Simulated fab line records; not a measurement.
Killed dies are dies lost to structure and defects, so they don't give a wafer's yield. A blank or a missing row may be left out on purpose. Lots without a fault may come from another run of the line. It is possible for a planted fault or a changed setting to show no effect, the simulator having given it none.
The tool behind it: which one? + flow sfqLine + 8 lots, 24 wafers sampled, at 1 step of a route of 325

== WHAT THE GAUGES READ, wafer by wafer ==
SFQ_C5_OVL_MEAS_937.
| lot  | measured     | on         | C5_OVL (nm) |
|------|--------------|------------|-------------|
| L691 | day 76 23:50 | overlay-02 | 3 5 5       |
| L693 | day 77 08:46 | overlay-01 | -4 1 0      |
| L697 | day 78 14:44 | overlay-01 | 8 1 5       |
| L700 | day 79 13:36 | overlay-02 | 1 1 2       |
| L702 | day 80 02:22 | overlay-02 | 2 -1 -6     |
| L706 | day 81 18:20 | overlay-01 | 4 -3 -2     |
| L709 | day 82 15:28 | overlay-01 | -2 -11 -7   |
| L713 | day 86 03:50 | overlay-02 | -4 1 3      |

== TOOL THAT RAN EACH LOT (tool first, then ch and the chambers of the sampled wafers, then the start) ==
There is no process step in the record ahead of these readings.

== THE ANSWER, worked out from the rows above alone ==
Rule: what is usual is taken from the lots themselves. The widest of any qualifying gaps counts: lots, ordered by their means at a reading, are off when they make up no more than a third of the lots, leave a main group of 4 or more, and stand apart from it by 3 or more times the standard deviation of that group's means. A main group is skipped when, at the precision printed for the reading in the tables above, its means are all equal. A lot without any number at a reading at which 4 lots or more have one is off too. The other lots that the step has rows for count as sound.
No lot is off on any of the readings shown, so nothing can be concluded from this.

== WHAT THE SIMULATOR HAD PUT IN ==
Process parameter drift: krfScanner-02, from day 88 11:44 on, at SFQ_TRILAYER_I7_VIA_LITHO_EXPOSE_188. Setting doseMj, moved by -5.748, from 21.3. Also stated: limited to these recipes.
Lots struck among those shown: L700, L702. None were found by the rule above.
